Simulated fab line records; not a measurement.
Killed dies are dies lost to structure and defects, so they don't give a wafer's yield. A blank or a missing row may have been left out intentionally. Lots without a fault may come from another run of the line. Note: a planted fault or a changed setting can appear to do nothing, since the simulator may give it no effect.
fab line records    flow sky130
[record] lots = 5  wafers = 15  last-day = 50
route steps=708 shown METAL2@489 PAD_OPEN@708
lots that met no fault: taken from a fault-free run of the same line
start-h: hours from the record's first day to the start of the lot's first wafer shown    wait-h: how many hours have passed since the lot's step before this one    " same as the row above    L1.1+2: several wafers, shown together as one row    - no value, or no start given    * or withheld: withheld    < > ~ a bound
route shown NAME@n: a module of which the file shows steps, and the number in the route of the first    usual: mean and standard deviation over wafers with no fault    same: alike in all rows    chamber/n: place in a boat    sites: per-site readings    _std_site: the standard deviation of these    _edge_site: mean of outer sites minus mean of inner sites    radius-mm: how far each site lies from the wafer's centre    mask NAME#n: copy n    behind: the last tool/chamber to shape the wafer    hold: reason for holding the lot/hours on hold/outcome of the hold    device: which transistor (n, p or np) failed to switch    end of line: at the end of the route, the tests of the same wafers    a step without rows: its recipe alone    killed: at the first sort, the dies lost to defects and structure; wafer yield is something else    map: a wafer's dies, marking killed ones x, the rest . and places with no die _
set.NAME: the setting the step ran with; set.NAME@STEP: the setting that earlier step ran with    model.NAME: the simulator's own value behind a step, which no gauge read
lots seen at some steps along the route; tables by step, rows by wafer
services: from which hour (start-h, from the record's first day; less than 0 if before it) a tool's chamber was out of use, for how many hours, and why
[[steps]]
[step SKY_METAL2_THK_MEAS_06]
[recipe] thk-meas-gauge = xrf  reads = AlCu_of_METAL2_SPUTTER_02
[usual] METAL2_ALCU_THK = 247.9/2.9
lot.wafer  tool           chamber  start-h  wait-h  METAL2_ALCU_THK[nm]
L460.2     film-metro-04  -        809.19   0.1     244.5
L460.3     "              -        "        "       247.6
L460.4     "              -        "        "       248.1
L461.1     film-metro-02  -        810.64   0.1     252.3
L461.3     "              -        "        "       251.5
L461.5     "              -        "        "       252.9
L469.3     film-metro-02  -        877.38   0.1     248.8
L469.5     "              -        "        "       246.5
L469.6     "              -        "        "       249.7
L471.4     film-metro-04  -        892.60   0.1     246.8
L471.5     "              -        "        "       245.6
L471.6     "              -        "        "       248.6
L481.3     film-metro-02  -        974.80   0.1     247.1
L481.5     "              -        "        "       250.3
L481.6     "              -        "        "       247.7
[step SKY_METAL2_DEHYDRATE_07]
[recipe] temp-c = 200  time-s = 60
[step SKY_METAL2_HMDS_08]
[recipe] prime-time-s = 60  prime-temp-c = 120
[step SKY_METAL2_COAT_09]
[recipe] resist = BARC  temp-c = withheld  time-s = withheld  spin-rpm = 3000  resist-thk-nm = 60
[step SKY_METAL2_COAT_10]
[recipe] resist = KrF-thick  spin-rpm = 3000  resist-thk-nm = 450
[step SKY_METAL2_SOFTBAKE_11]
[recipe] temp-c = 100  time-s = 85.92  resist = KrF-thick
[step SKY_METAL2_EXPOSE_12]
[recipe] mask-id = MM2  na = 0.8  source-shape = annular  sigma-inner = 0.55  sigma-outer = 0.85  target-cd-nm = 140  dose-mj = 28
[step SKY_METAL2_PEB_13]
[recipe] peb-temp-c = withheld  peb-time-s = withheld  resist = KrF-thick
[step SKY_METAL2_DEVELOP_14]
[recipe] develop-time-s = 60  resist = KrF-thick  dev-temp-c = 21
[step SKY_METAL2_CD_MEAS_15]
[recipe] target-cd-nm = 140
[usual] cd-nm = 140.1/1.8
lot.wafer  tool       chamber  start-h  wait-h  cd-nm
L460.2     cd-sem-02  -        835.52   -       142.3
L460.3     "          -        "        "       141.1
L460.4     "          -        "        "       140.9
L461.1     cd-sem-02  -        836.75   -       137.6
L461.3     "          -        "        "       137.5
L461.5     "          -        "        "       137.3
L469.3     cd-sem-01  -        902.24   -       140.1
L469.5     "          -        "        "       139.7
L469.6     "          -        "        "       139.9
L471.4     cd-sem-02  -        917.54   -       139.5
L471.5     "          -        "        "       137.5
L471.6     "          -        "        "       138.5
L481.3     cd-sem-01  -        998.23   -       139.8
L481.5     "          -        "        "       140.5
L481.6     "          -        "        "       139.1
[step SKY_METAL2_OVL_MEAS_16]
[usual] METAL2_OVL = 1/5.4
lot.wafer  tool        chamber  start-h  wait-h  METAL2_OVL[nm]
L460.2     overlay-01  -        835.63   0.1     5
L460.3     "           -        "        "       1
L460.4     "           -        "        "       -3
L461.1     overlay-01  -        836.87   0.1     -2
L461.3     "           -        "        "       6
L461.5     "           -        "        "       8
L469.3     overlay-01  -        902.33   0.1     3
L469.5     "           -        "        "       -6
L469.6     "           -        "        "       -3
L471.4     overlay-02  -        917.62   0.1     2
L471.5     "           -        "        "       -7
L471.6     "           -        "        "       2
L481.3     overlay-02  -        998.32   0.1     -2
L481.5     "           -        "        "       6
L481.6     "           -        "        "       -2
[step SKY_METAL2_DESCUM_17]
[recipe] chemistry = O2  source-power-w = 150  bias-power-w = 0  pressure-mtorr = 10  temp-c = 40  time-s = 8
[usual] drypump-motor-current-A = 5.73/0.22  he-backside-leak-sccm = 3.3/0.36  oes-product-au = 0.998/0.01
lot.wafer  tool          chamber  start-h  wait-h  drypump-motor-current-A  he-backside-leak-sccm  oes-product-au  rf-hours-counter-h
L460.2     rie-metal-04  0        835.66   0.0     5.55                     3.2                    1.003           13
L460.3     "             1        "        "       5.95                     6.3                    0.981           -
L460.4     "             0        "        "       5.56                     3.3                    0.996           -
L461.1     rie-metal-02  0        836.91   0.0     5.51                     3.5                    0.984           10
L461.3     "             0        "        "       5.51                     3.5                    0.997           -
L461.5     "             0        "        "       5.52                     3.5                    0.988           -
L469.3     rie-metal-04  1        902.37   0.0     5.94                     3.5                    0.983           -
L469.5     "             0        "        "       5.51                     3.5                    1.017           -
L469.6     "             1        "        "       5.92                     3.5                    0.983           -
L471.4     rie-metal-02  0        917.65   0.0     5.53                     3.5                    0.991           -
L471.5     "             0        "        "       5.51                     3.5                    0.988           -
L471.6     "             1        "        "       5.66                     3.1                    0.989           -
L481.3     rie-metal-04  0        998.36   0.0     5.56                     3.2                    1.005           -
L481.5     "             0        "        "       5.57                     3.2                    1.001           -
L481.6     "             0        "        "       5.57                     3.3                    1.005           -
[step SKY_METAL2_ETCH_18]
[recipe] chemistry = N2/H2  target = BARC  ion-energy-ev = 200  bias-w = 100  pressure-mtorr = 30  n2-flow-sccm = 100  h2-flow-sccm = 200  icp-w = 500  stop-on = SiO2  time-s = 45.9  target-depth-a = 600
[usual] bias-w = 100.0/0.3  drypump-motor-current-A = 5.73/0.22  he-backside-leak-sccm = 3.31/0.19  oes-product-au = 0.855/0.0046  throttle-valve-pct = 13.225/0.0096
lot.wafer  tool          chamber  start-h  wait-h  bias-w  drypump-motor-current-A  he-backside-leak-sccm  oes-product-au  rf-hours-counter-h  throttle-valve-pct
L460.2     rie-metal-04  0        835.69   0.0     100.3   5.57                     3.25                   0.850           13                  13.221
L460.3     "             1        "        "       100.1   5.97                     3.54                   0.848           -                   13.225
L460.4     "             0        "        "       100.1   5.54                     3.42                   0.856           -                   13.221
L461.1     rie-metal-02  0        836.97   0.1     100.3   5.50                     3.40                   0.850           10                  13.227
L461.3     "             0        "        "       100.1   5.50                     3.33                   0.861           -                   13.205
L461.5     "             0        "        "       99.9    5.50                     3.43                   0.860           -                   13.233
L469.3     rie-metal-04  1        902.41   0.0     95.8    5.93                     3.48                   0.853           -                   13.236
L469.5     "             0        "        "       99.7    5.55                     3.21                   0.855           -                   13.228
L469.6     "             1        "        "       95.3    5.94                     3.30                   0.857           -                   13.221
L471.4     rie-metal-02  0        917.69   0.0     99.5    5.52                     3.49                   0.853           -                   13.235
L471.5     "             0        "        "       99.5    5.52                     3.46                   0.852           -                   13.216
L471.6     "             1        "        "       100.1   5.66                     2.95                   0.848           -                   13.235
L481.3     rie-metal-04  0        998.45   0.1     99.9    5.57                     3.29                   0.846           -                   13.223
L481.5     "             0        "        "       100.0   5.57                     3.11                   0.851           -                   13.225
L481.6     "             0        "        "       99.6    5.55                     3.34                   0.854           -                   13.211
[step SKY_METAL2_METAL_ETCH_19]
[recipe] target-depth-a = 3600  stop-on = SiO2  over-etch-frac = 0.3  time-s = 78  chemistry = Cl2/BCl3  resist-sidewall-deg = 88  pressure-mtorr = 10  icp-w = 900  bias-w = 48.5  Cl2_flow_sccm = 60  bcl3-flow-sccm = 30
[usual] bias-w = 48.50/0.14  drypump-motor-current-A = 5.73/0.22  he-backside-leak-sccm = 3.34/0.3  oes-product-au = 0.853/0.0058  throttle-valve-pct = 22.264/0.0089
[same] over-etch-frac = 0.3
lot.wafer  tool          chamber  start-h  wait-h  bias-w  drypump-motor-current-A  he-backside-leak-sccm  oes-product-au  rf-hours-counter-h  throttle-valve-pct
L460.2     rie-metal-04  0        835.76   0.0     48.57   5.57                     3.27                   0.853           13                  22.251
L460.3     "             1        "        "       48.60   5.91                     3.49                   0.851           -                   22.264
L460.4     "             0        "        "       48.54   5.57                     3.12                   0.855           -                   22.264
L461.1     rie-metal-02  0        837.10   0.1     48.56   5.50                     3.47                   0.854           10                  22.260
L461.3     "             0        "        "       48.77   5.50                     3.58                   0.864           -                   22.276
L461.5     "             0        "        "       49.02   5.51                     3.49                   0.856           -                   22.260
L469.3     rie-metal-04  1        902.48   0.1     48.54   5.92                     3.30                   0.850           -                   22.267
L469.5     "             0        "        "       48.52   5.56                     3.35                   0.847           -                   22.266
L469.6     "             1        "        "       48.66   5.93                     3.56                   0.848           -                   22.270
L471.4     rie-metal-02  0        917.76   0.1     48.59   5.50                     3.48                   0.852           -                   22.260
L471.5     "             0        "        "       48.55   5.50                     3.37                   0.845           -                   22.272
L471.6     "             1        "        "       48.47   5.68                     3.20                   0.858           -                   22.263
L481.3     rie-metal-04  0        998.59   0.1     48.53   5.59                     3.28                   0.841           -                   22.271
L481.5     "             0        "        "       48.44   5.56                     3.27                   0.851           -                   22.261
L481.6     "             0        "        "       48.82   5.55                     3.17                   0.854           -                   22.279
[step SKY_PAD_OPEN_PROBE_99]
[usual] defect-limited-yield = 82.1/1.9  killed_at_M0_to_M3 = 45/6.8  killed_at_M4_up = 3.0/1.7  killed-at-contacts = 25/5.7  killed-at-front-end = 15/4.6  killed-at-other = 0.3/0.66  killed-dies = 88/9.5  killed-open = 48/7.3  killed-short = 39/6.5  sort_bin_3_pad_short = 0.9/0.47  sort_bin_5_function = 10.6/1.5  sort_bin_6_memory = 6.4/1.2  sort-n-pass = 404/9.5  sort-yield-pct = 82.1/1.9
[same] gross-dies = 492  killed-at-back-side = 0  sort_bin_4_leakage[%] = 0  sort_bin_8_speed[%] = 0
lot.wafer  tool       chamber  start-h  wait-h  defect-limited-yield[%]  killed_at_M0_to_M3  killed_at_M4_up  killed-at-contacts  killed-at-front-end  killed-at-other  killed-dies  killed-open  killed-short  sort_bin_3_pad_short[%]  sort_bin_5_function[%]  sort_bin_6_memory[%]  sort-n-pass  sort-yield-pct[%]
L460.2     prober-01  -        1088.25  0.1     84.6                     42                  3                15                  15                   1                76           37           38            1.2                      9.1                     5.1                   416          84.6
L460.3     prober-01  -        1088.30  0.2     81.1                     52                  1                21                  19                   0                93           53           39            1.0                      11.0                    6.9                   399          81.1
L460.4     prober-01  -        1088.35  0.2     84.3                     32                  1                28                  16                   0                77           51           25            0.6                      10.0                    5.1                   415          84.3
L461.1     prober-01  -        1088.58  0.1     82.3                     34                  2                33                  18                   0                87           50           36            0.4                      11.4                    5.9                   405          82.3
L461.3     prober-01  -        1088.68  0.2     83.1                     39                  2                27                  15                   0                83           60           23            0.2                      10.6                    6.1                   409          83.1
L461.5     prober-01  -        1088.78  0.2     84.1                     42                  3                21                  12                   0                78           40           38            1.2                      9.6                     5.1                   414          84.1
L469.3     prober-01  -        1139.55  0.2     80.5                     44                  3                26                  23                   0                96           51           45            0.2                      12.2                    7.1                   396          80.5
L469.5     prober-01  -        1139.65  0.2     82.3                     44                  5                25                  12                   1                87           56           31            1.0                      9.1                     7.5                   405          82.3
L469.6     prober-01  -        1139.70  0.2     80.1                     49                  3                29                  16                   1                98           56           42            0.6                      13.2                    6.1                   394          80.1
L471.4     prober-01  -        1151.45  0.2     81.9                     40                  4                26                  19                   0                89           52           37            1.0                      9.1                     7.9                   403          81.9
L471.5     prober-01  -        1151.50  0.2     82.9                     31                  2                36                  15                   0                84           51           33            0.4                      10.8                    5.9                   408          82.9
L471.6     prober-01  -        1151.55  0.2     79.1                     44                  5                36                  18                   0                103          50           53            1.0                      13.6                    6.3                   389          79.1
// killed by level:class
L460.2 VIA1:geometric-particle:open=10 LI_CONTACT:geometric-particle:open=7 VIA1:geometric-particle:short=7 METAL1:geometric-particle:short=7 VIA3:geometric-particle:open=5 VIA2:geometric-particle:open=5 POLY_GATE:geometric-particle:open=4 VIA2:geometric-particle:short=4
L460.3 VIA1:geometric-particle:open=12 VIA2:geometric-particle:open=11 VIA1:geometric-particle:short=7 VIA3:geometric-particle:open=7 POLY_GATE:geometric-particle:open=6 FIELD_ISO:geometric-particle:short=5 CONTACT:geometric-particle:short=5 LI_CONTACT:geometric-particle:open=5
L460.4 LI_CONTACT:geometric-particle:open=11 VIA1:geometric-particle:open=8 CONTACT:geometric-particle:open=7 FIELD_ISO:geometric-particle:open=5 CONTACT:geometric-particle:short=5 METAL2:geometric-particle:short=5 VIA1:geometric-particle:short=4 VIA2:geometric-particle:open=4
L461.1 LI_CONTACT:geometric-particle:open=11 CONTACT:geometric-particle:short=10 VIA1:geometric-particle:open=7 POLY_GATE:geometric-particle:open=6 LOCAL_INTERCONNECT:geometric-particle:short=5 CONTACT:geometric-particle:open=5 VIA3:geometric-particle:open=5 FIELD_ISO:geometric-particle:open=4
L461.3 CONTACT:geometric-particle:open=13 LI_CONTACT:geometric-particle:open=11 VIA1:geometric-particle:open=10 VIA3:geometric-particle:open=6 FIELD_ISO:geometric-particle:open=5 METAL1:geometric-particle:short=5 METAL2:geometric-particle:short=4 POLY_GATE:geometric-particle:open=3
L461.5 VIA1:geometric-particle:open=6 CONTACT:geometric-particle:open=6 VIA3:geometric-particle:open=6 METAL1:geometric-particle:short=6 VIA2:geometric-particle:open=6 METAL2:geometric-particle:short=5 POLY_GATE:geometric-particle:open=4 CONTACT:geometric-particle:short=4
L469.3 LI_CONTACT:geometric-particle:open=9 VIA1:geometric-particle:open=9 POLY_GATE:geometric-particle:short=6 CONTACT:geometric-particle:open=6 VIA2:geometric-particle:open=6 FIELD_ISO:geometric-particle:open=5 POLY_GATE:geometric-particle:open=5 CONTACT:geometric-particle:short=5
L469.5 VIA1:geometric-particle:open=15 CONTACT:geometric-particle:open=13 VIA3:geometric-particle:open=7 CONTACT:geometric-particle:short=6 LI_CONTACT:geometric-particle:open=5 METAL1:geometric-particle:short=5 VIA2:geometric-particle:open=5 POLY_GATE:geometric-particle:short=4
L469.6 VIA2:geometric-particle:open=10 CONTACT:geometric-particle:open=10 CONTACT:geometric-particle:short=8 LI_CONTACT:geometric-particle:open=7 VIA1:geometric-particle:open=7 METAL1:geometric-particle:short=6 METAL2:geometric-particle:short=6 VIA2:geometric-particle:short=6
L471.4 CONTACT:geometric-particle:open=14 FIELD_ISO:geometric-particle:open=9 VIA2:geometric-particle:open=7 FIELD_ISO:geometric-particle:short=5 METAL1:geometric-particle:short=5 VIA1:geometric-particle:short=5 METAL2:geometric-particle:short=5 VIA3:geometric-particle:open=5
L471.5 LI_CONTACT:geometric-particle:open=9 CONTACT:geometric-particle:open=9 VIA1:geometric-particle:open=7 VIA2:geometric-particle:open=7 CONTACT:geometric-particle:short=6 LOCAL_INTERCONNECT:geometric-particle:open=5 LOCAL_INTERCONNECT:geometric-particle:short=5 METAL2:geometric-particle:short=5
L471.6 CONTACT:geometric-particle:open=10 LI_CONTACT:geometric-particle:open=9 FIELD_ISO:geometric-particle:short=8 LOCAL_INTERCONNECT:geometric-particle:short=7 VIA1:geometric-particle:open=7 CONTACT:geometric-particle:short=6 METAL1:geometric-particle:short=6 VIA2:geometric-particle:open=6
[[services]]
tool          chamber  start-h  hours  kind
rie-metal-02  1        832.33   20.2   repair
rie-metal-02  -        877.33   28.1   pm
rie-metal-04  0        884.09   6.3    repair
rie-metal-04  1        904.68   99.6   repair
rie-metal-02  -        905.43   2.8    pm
rie-metal-02  0        918.22   1.0    repair
rie-metal-02  1        920.77   2.5    repair
[[key]]
[first-sign] step = SKY_METAL2_ETCH_18  reading = bias-w  direction = down  sigmas = 15  usual = 100.0  struck = 95.6
effect none on later readings
met-at SKY_METAL2_ETCH_18
struck-wafers L469.3,L469.6
onset-between 835.69 902.41
[fault] kind = process-parameter-drift  tool = rie-metal-04  chamber = 1  onset-h = 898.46  steps = SKY_METAL2_ETCH_18  channel = bias-w  offset = -4.3552  shape = step  end-h = 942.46  acts-in = these-recipes-only  stated = 100
